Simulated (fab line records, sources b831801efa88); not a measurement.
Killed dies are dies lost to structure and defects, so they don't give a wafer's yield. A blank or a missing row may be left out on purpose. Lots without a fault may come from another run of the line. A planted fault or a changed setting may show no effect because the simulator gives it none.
Which tool did it? | flow gf180mcu | 14 lots, 42 wafers sampled, at 5 steps of a route of 602

WHAT THE GAUGES READ, wafer by wafer
GF_HV_LDD_CD_MEAS_46: target cd 400 nm. Usual: cd_nm 400.1 nm, standard deviation 2.9.
lot  | measured     | on        | cd_nm (nm)        | flag
L685 | day 12 15:55 | cd_sem-02 | 403.1 401.5 399.3 |
L686 | day 12 23:55 | cd_sem-01 | 397.0 396.6 398.1 |
L687 | day 13 10:48 | cd_sem-01 | 396.4 397.5 397.6 |
L688 | day 13 19:26 | cd_sem-01 | 394.9 395.7 396.5 |
L689 | day 14 01:25 | cd_sem-02 | 401.3 400.4 401.1 |
L690 | day 14 06:46 | cd_sem-02 | 400.8 401.2 401.4 |
L693 | day 15 08:10 | cd_sem-01 | 399.4 397.7 397.2 |
L698 | day 17 01:55 | cd_sem-01 | 402.9 399.1 400.3 |
L700 | day 17 19:34 | cd_sem-02 | 403.5 407.0 405.4 |
L701 | day 18 02:47 | cd_sem-02 | 397.3 396.3 395.9 |
L702 | day 18 16:34 | cd_sem-02 | 400.3 405.1 403.3 |
L703 | day 18 17:28 | cd_sem-02 | 402.2 399.2 399.9 |
L704 | day 19 00:13 | cd_sem-01 | 396.2 396.5 397.9 |
L705 | day 19 10:53 | cd_sem-01 | 397.2 399.0 398.0 |

GF_PSD_RS_MEAS_14: measures by four-point-probe. Usual: NSD_RS 46.20 ohm/sq, standard deviation 0.086.
lot  | measured     | on            | NSD_RS (ohm/sq)                     | flag
L685 | day 14 12:55 | film_metro-02 | 46.05 46.12 46.12                   |
L686 | day 14 21:22 | film_metro-02 | 46.18 46.25 46.12                   |
L687 | day 15 09:27 | film_metro-01 | 46.28 46.34 46.23                   |
L688 | day 15 17:41 | film_metro-02 | 46.20 46.28 46.17                   |
L689 | day 15 23:50 | film_metro-03 | 39.84 39.96 39.94 39.97 39.88 39.78 | OFF
L690 | day 16 06:28 | film_metro-01 | 40.06 40.00 39.98 39.99 39.96 39.94 | OFF
L693 | day 17 08:25 | film_metro-02 | 39.91 39.87 39.82 39.79 39.83 39.75 | OFF
L698 | day 19 04:46 | film_metro-02 | 46.15 46.19 46.24                   |
L700 | day 19 23:28 | film_metro-01 | 46.26 46.27 46.23                   |
L701 | day 20 07:22 | film_metro-01 | 46.25 46.21 46.27                   |
L702 | day 20 20:58 | film_metro-02 | 46.16 46.18 46.14                   |
L703 | day 20 22:25 | film_metro-01 | 46.39 46.28 46.28                   |
L704 | day 21 05:12 | film_metro-02 | 46.26 46.21 46.23                   |
L705 | day 21 15:50 | film_metro-01 | 46.21 46.29 46.24                   |

GF_SAB_CD_MEAS_09: target cd 420 nm. Usual: cd_nm 419.9 nm, standard deviation 2.5.
lot  | measured     | on        | cd_nm (nm)        | flag
L685 | day 15 10:07 | cd_sem-01 | 421.9 422.2 421.0 |
L686 | day 15 19:19 | cd_sem-01 | 417.3 418.8 417.8 |
L687 | day 16 07:21 | cd_sem-02 | 418.6 419.6 418.6 |
L688 | day 16 15:47 | cd_sem-02 | 421.3 421.1 420.1 |
L698 | day 20 05:28 | cd_sem-01 | 420.0 419.5 419.8 |
L700 | day 20 23:37 | cd_sem-02 | 425.4 423.3 423.6 |
L701 | day 21 07:47 | cd_sem-02 | 418.1 417.3 417.6 |
L702 | day 21 20:40 | cd_sem-02 | 417.4 416.7 417.2 |
L703 | day 21 22:10 | cd_sem-02 | 418.2 419.4 420.5 |
L704 | day 22 05:25 | cd_sem-02 | 420.1 418.8 422.4 |
L705 | day 22 15:29 | cd_sem-01 | 422.7 422.5 422.1 |

WHICH TOOL RAN EACH LOT (tool, then ch and the chambers of the sampled wafers, then the start)
lot  | GF_HV_LDD_STRIP_22                   | GF_PSD_RTA_13
L685 | plasma_asher-03 ch 0,1, day 11 00:47 | rtp_anneal-01 ch 0, day 14 12:49
L686 | plasma_asher-03 ch 0, day 11 08:13   | rtp_anneal-02 ch 0, day 14 21:17
L687 | plasma_asher-02 ch 0,1, day 11 18:44 | rtp_anneal-01 ch 0, day 15 09:22
L688 | plasma_asher-04 ch 0,1, day 12 01:47 | rtp_anneal-01 ch 0, day 15 17:35
L689 | plasma_asher-03 ch 0, day 12 09:08   | rtp_anneal-01 ch 0, day 15 23:44
L690 | plasma_asher-03 ch 0,1, day 12 13:44 | rtp_anneal-01 ch 0, day 16 06:23
L693 | plasma_asher-04 ch 0,1, day 13 13:33 | rtp_anneal-01 ch 0, day 17 08:20
L698 | plasma_asher-04 ch 0,1, day 15 04:58 | rtp_anneal-02 ch 0, day 19 04:41
L700 | plasma_asher-03 ch 0,1, day 15 21:19 | rtp_anneal-01 ch 0, day 19 23:22
L701 | plasma_asher-03 ch 0,1, day 16 04:35 | rtp_anneal-02 ch 0, day 20 07:14
L702 | plasma_asher-02 ch 1, day 16 17:19   | rtp_anneal-01 ch 0, day 20 20:52
L703 | plasma_asher-02 ch 1, day 16 18:11   | rtp_anneal-02 ch 0, day 20 22:20
L704 | plasma_asher-03 ch 0,1, day 17 01:01 | rtp_anneal-01 ch 0, day 21 05:07
L705 | plasma_asher-03 ch 0,1, day 17 10:20 | rtp_anneal-01 ch 0, day 21 15:45
- GF_HV_LDD_STRIP_22: strips in O2/N2.
- GF_PSD_RTA_13: time 20 s.

WHAT THE TOOLS THEMSELVES READ (means of the sampled wafers that have a number; where no wafer has one, the mark that the record gives instead)
GF_HV_LDD_STRIP_22. Usual: drypump_motor_current_A 5.8 A, standard deviation 0.32; heater_power_w 339 W, standard deviation 35; oes_product_au 0.716 a.u., standard deviation 0.0043; strip_time_to_endpoint_s 12.62 s, standard deviation 0.042.
lot  | tool            | drypump_motor_current_A (A) | heater_power_w (W) | oes_product_au (a.u.) | strip_time_to_endpoint_s (s) | flag
L685 | plasma_asher-03 | 5.7                         | 314                | 0.714                 | 12.64                        |
L686 | plasma_asher-03 | 6.0                         | 329                | 0.719                 | 12.64                        |
L687 | plasma_asher-02 | 6.0                         | 360                | 0.714                 | 12.64                        |
L688 | plasma_asher-04 | 5.9                         | 365                | 0.717                 | 12.62                        |
L689 | plasma_asher-03 | 6.0                         | 335                | 0.715                 | 12.66                        |
L690 | plasma_asher-03 | 5.5                         | 305                | 0.712                 | 12.63                        |
L693 | plasma_asher-04 | 5.9                         | 363                | 0.713                 | 12.59                        |
L698 | plasma_asher-04 | 5.9                         | 381                | 0.719                 | 12.57                        |
L700 | plasma_asher-03 | 5.5                         | 307                | 0.716                 | 12.67                        |
L701 | plasma_asher-03 | 5.5                         | 308                | 0.714                 | 12.59                        |
L702 | plasma_asher-02 | 6.1                         | 383                | 0.719                 | 12.61                        |
L703 | plasma_asher-02 | 6.1                         | 377                | 0.716                 | 12.62                        |
L704 | plasma_asher-03 | 5.8                         | 321                | 0.712                 | 12.60                        |
L705 | plasma_asher-03 | 5.7                         | 317                | 0.714                 | 12.66                        |

GF_PSD_RTA_13. Usual: lamp_power_pct 28.2 %, standard deviation 1.6; wafer_temp_C_max 1029.2, standard deviation 0.87.
lot  | tool          | lamp_power_pct (%) | wafer_temp_C_max | flag
L685 | rtp_anneal-01 | 27.0               | 1028.7           |
L686 | rtp_anneal-02 | 30.3               | 1029.2           |
L687 | rtp_anneal-01 | 27.0               | 1029.8           |
L688 | rtp_anneal-01 | 27.0               | 1029.1           |
L689 | rtp_anneal-01 | 30.2               | 1071.7           | OFF
L690 | rtp_anneal-01 | 30.3               | 1071.5           | OFF
L693 | rtp_anneal-01 | 30.2               | 1071.2           | OFF
L698 | rtp_anneal-02 | 30.2               | 1030.7           |
L700 | rtp_anneal-01 | 27.0               | 1028.9           |
L701 | rtp_anneal-02 | 30.2               | 1029.6           |
L702 | rtp_anneal-01 | 27.0               | 1029.1           |
L703 | rtp_anneal-02 | 30.2               | 1029.6           |
L704 | rtp_anneal-01 | 27.0               | 1029.6           |
L705 | rtp_anneal-01 | 27.0               | 1029.4           |

THE ANSWER, worked out from the rows above alone
Rule: a lot is off if the mean of its wafers that have a number lies more than 3 standard deviations from the usual mean. A lot without any number at a reading at which 4 lots or more have one is off too. The other lots that the step has rows for count as sound. The gauges are gone through in route order, then the tools' own readings, and for those a lot's mean is taken as printed above. The first step at which some lot is off is used, and at that step the reading that is off furthest; a lot without a number counts as furthest.
Off: L689, L690, L693, at GF_PSD_RS_MEAS_14 (NSD_RS).
A tool fits if, at a process step before that reading, it ran every lot that is off, and no sound lot after the first of them. The gauges at GF_PSD_RS_MEAS_14 aren't tried: what is off there is off at GF_PSD_RTA_13 too, on other tools, and a gauge's error can't cause that. None of those tried fits.

WHAT THE SIMULATOR HAD PUT IN
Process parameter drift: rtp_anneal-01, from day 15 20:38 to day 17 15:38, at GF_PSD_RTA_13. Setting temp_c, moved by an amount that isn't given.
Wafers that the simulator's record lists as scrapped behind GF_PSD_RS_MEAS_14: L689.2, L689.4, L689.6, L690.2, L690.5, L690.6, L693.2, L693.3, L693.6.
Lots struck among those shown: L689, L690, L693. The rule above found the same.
